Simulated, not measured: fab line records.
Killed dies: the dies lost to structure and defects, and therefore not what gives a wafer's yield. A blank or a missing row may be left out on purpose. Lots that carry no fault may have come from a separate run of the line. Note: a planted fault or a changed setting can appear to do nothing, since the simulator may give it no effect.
Matching of chambers	flow gf180mcu	4 sister chambers for GF_STI_ETCH_14 on rieSi-01
The step etches Si in HBr/Cl2/O2, target depth 360 nm, time 102.9 s. 4 wafers are shown with their chamber, then 9 later ones without.

== WAFERS WITH THEIR CHAMBER ==
wafer	chamber	drypumpMotorCurrentA (A)
L861.2	2	5.27
L862.2	0	5.60
L862.4	1	5.80
L862.6	3	5.31

== WAFERS MISSING THEIR CHAMBER ==
wafer	drypumpMotorCurrentA (A)
L863.1	5.28
L863.2	5.30
L863.6	5.80
L866.1	5.62
L866.3	5.27
L866.4	5.80
L868.1	5.27
L868.3	5.63
L868.6	5.28

== CHAMBER TAKEN BY EACH ==
wafer	from the rows above	in truth
L863.1	can't be placed: 2 or 3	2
L863.2	can't be placed: 3 or 2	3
L863.6	1	1
L866.1	0	0
L866.3	2	2
L866.4	1	1
L868.1	2	2
L868.3	0	0
L868.6	can't be placed: 2 or 3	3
Placed correctly: 6 of 9. These rows do not allow placing 3 (true chamber among the candidates in 3). Number placed wrongly: 0.
How it was worked out, from the rows above alone: a wafer's distance from a chamber is the root of the sum, over the readings, of the square of ((its reading less the chamber's mean) divided by the reading's scatter). If the next closest chamber is less than 2 further off than the closest, the wafer can't be placed; otherwise it belongs to the closest. A chamber's mean is the mean of its shown wafers. The scatter (one wafer shown for each chamber): square how far every hidden wafer sits from the nearest shown wafer, average those squares and take the square root.
